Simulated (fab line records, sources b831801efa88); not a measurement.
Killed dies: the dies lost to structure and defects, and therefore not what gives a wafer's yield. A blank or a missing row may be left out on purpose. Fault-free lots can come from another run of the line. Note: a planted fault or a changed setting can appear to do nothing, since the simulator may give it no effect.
Which of the tools did it? / flow gf180mcu / 36 wafers from 12 lots sampled at 2 of the route's 602 steps

## WHAT EACH GAUGE READ, for each wafer
GF_SAB_THK_MEAS_01. Usual: for SAB_CVD_00_THK the level is 50.4 nm and the standard deviation is 0.7.
lot=L958; measured=day 14 09:52; on=filmMetro-02; SAB_CVD_00_THK (nm)=50.1 51.1 50.8; flag=
lot=L960; measured=day 15 00:56; on=filmMetro-02; SAB_CVD_00_THK (nm)=48.9 51.5 50.8; flag=
lot=L962; measured=day 15 20:30; on=filmMetro-04; SAB_CVD_00_THK (nm)=48.7 48.8 49.6; flag=
lot=L966; measured=day 17 11:59; on=filmMetro-03; SAB_CVD_00_THK (nm)=50.1 50.9 49.4; flag=
lot=L971; measured=day 19 03:57; on=filmMetro-03; SAB_CVD_00_THK (nm)=50.2 51.1 50.4; flag=
lot=L972; measured=day 19 12:30; on=filmMetro-03; SAB_CVD_00_THK (nm)=50.0 50.1 50.6; flag=
lot=L973; measured=day 19 19:22; on=filmMetro-04; SAB_CVD_00_THK (nm)=50.3 50.2 50.7; flag=
lot=L974; measured=day 20 03:19; on=filmMetro-02; SAB_CVD_00_THK (nm)=50.4 51.3 50.8; flag=
lot=L975; measured=day 20 06:35; on=filmMetro-04; SAB_CVD_00_THK (nm)=50.7 50.3 50.1; flag=
lot=L976; measured=day 20 23:37; on=filmMetro-02; SAB_CVD_00_THK (nm)=49.7 49.9 50.4; flag=
lot=L977; measured=day 21 06:58; on=filmMetro-04; SAB_CVD_00_THK (nm)=50.5 51.6 51.2; flag=
lot=L979; measured=day 22 09:11; on=filmMetro-03; SAB_CVD_00_THK (nm)=49.2 48.8 50.9; flag=

## WHICH TOOL RAN EACH LOT (tool, then ch and the chambers of the sampled wafers, then the start)
lot=L958; GF_NSD_STRIP_11=plasmaAsher-04 ch 0,1, day 13 12:17
lot=L960; GF_NSD_STRIP_11=plasmaAsher-01 ch 0,1, day 14 03:11
lot=L962; GF_NSD_STRIP_11=plasmaAsher-04 ch 0,1, day 14 22:24
lot=L966; GF_NSD_STRIP_11=plasmaAsher-04 ch 0,1, day 16 12:36
lot=L971; GF_NSD_STRIP_11=plasmaAsher-03 ch 0,1, day 18 03:35
lot=L972; GF_NSD_STRIP_11=plasmaAsher-03 ch 0,1, day 18 12:22
lot=L973; GF_NSD_STRIP_11=plasmaAsher-04 ch 0,1, day 18 18:30
lot=L974; GF_NSD_STRIP_11=plasmaAsher-01 ch 0,1, day 19 02:23
lot=L975; GF_NSD_STRIP_11=plasmaAsher-03 ch 0,1, day 19 05:43
lot=L976; GF_NSD_STRIP_11=plasmaAsher-04 ch 0,1, day 19 22:32
lot=L977; GF_NSD_STRIP_11=plasmaAsher-01 ch 0,1, day 20 06:56
lot=L979; GF_NSD_STRIP_11=plasmaAsher-01 ch 0,1, day 21 08:25
- GF_NSD_STRIP_11: strips in O2/N2.

## AS READ BY THE TOOLS THEMSELVES (means over the sampled wafers that have a number; for cases with no such wafer, the mark the record gives instead)
GF_NSD_STRIP_11. Usual: drypumpMotorCurrentA 5.6 A, standard deviation 0.31; heaterPowerW 356 W, standard deviation 70; oesProductAu 0.487 a.u., standard deviation 0.0045; stripTimeToEndpointS 22.97 s, standard deviation 0.043.
lot=L958; tool=plasmaAsher-04; drypumpMotorCurrentA (A)=5.7; heaterPowerW (W)=296; oesProductAu (a.u.)=0.494; stripTimeToEndpointS (s)=22.99; flag=
lot=L960; tool=plasmaAsher-01; drypumpMotorCurrentA (A)=5.9; heaterPowerW (W)=451; oesProductAu (a.u.)=0.486; stripTimeToEndpointS (s)=22.98; flag=
lot=L962; tool=plasmaAsher-04; drypumpMotorCurrentA (A)=5.9; heaterPowerW (W)=294; oesProductAu (a.u.)=0.483; stripTimeToEndpointS (s)=22.95; flag=
lot=L966; tool=plasmaAsher-04; drypumpMotorCurrentA (A)=5.7; heaterPowerW (W)=299; oesProductAu (a.u.)=0.484; stripTimeToEndpointS (s)=23.02; flag=
lot=L971; tool=plasmaAsher-03; drypumpMotorCurrentA (A)=5.3; heaterPowerW (W)=351; oesProductAu (a.u.)=0.484; stripTimeToEndpointS (s)=22.95; flag=
lot=L972; tool=plasmaAsher-03; drypumpMotorCurrentA (A)=5.3; heaterPowerW (W)=349; oesProductAu (a.u.)=0.484; stripTimeToEndpointS (s)=22.96; flag=
lot=L973; tool=plasmaAsher-04; drypumpMotorCurrentA (A)=6.0; heaterPowerW (W)=293; oesProductAu (a.u.)=0.489; stripTimeToEndpointS (s)=22.98; flag=
lot=L974; tool=plasmaAsher-01; drypumpMotorCurrentA (A)=5.8; heaterPowerW (W)=388; oesProductAu (a.u.)=0.489; stripTimeToEndpointS (s)=23.04; flag=
lot=L975; tool=plasmaAsher-03; drypumpMotorCurrentA (A)=5.3; heaterPowerW (W)=347; oesProductAu (a.u.)=0.487; stripTimeToEndpointS (s)=22.93; flag=
lot=L976; tool=plasmaAsher-04; drypumpMotorCurrentA (A)=5.9; heaterPowerW (W)=295; oesProductAu (a.u.)=0.490; stripTimeToEndpointS (s)=22.99; flag=
lot=L977; tool=plasmaAsher-01; drypumpMotorCurrentA (A)=5.8; heaterPowerW (W)=396; oesProductAu (a.u.)=0.488; stripTimeToEndpointS (s)=22.95; flag=
lot=L979; tool=plasmaAsher-01; drypumpMotorCurrentA (A)=5.9; heaterPowerW (W)=448; oesProductAu (a.u.)=0.490; stripTimeToEndpointS (s)=23.03; flag=

## THE ANSWER, worked out from the rows above alone
Rule: a lot is off if the mean of its wafers that have a number lies more than 3 standard deviations from the usual mean. Also off: a lot with no number at a reading for which 4 or more lots have one. Where the step has rows for the other lots, those lots are counted as sound. The gauges are gone through in route order, then the tools' own readings, and for those a lot's mean is taken as printed above. At the first step where some lot is off, the reading lying furthest off is the one used; lots without a number count as furthest.
No lot is off on any of the readings shown, so nothing can be concluded from this.

## WHAT HAD BEEN PUT IN BY THE SIMULATOR
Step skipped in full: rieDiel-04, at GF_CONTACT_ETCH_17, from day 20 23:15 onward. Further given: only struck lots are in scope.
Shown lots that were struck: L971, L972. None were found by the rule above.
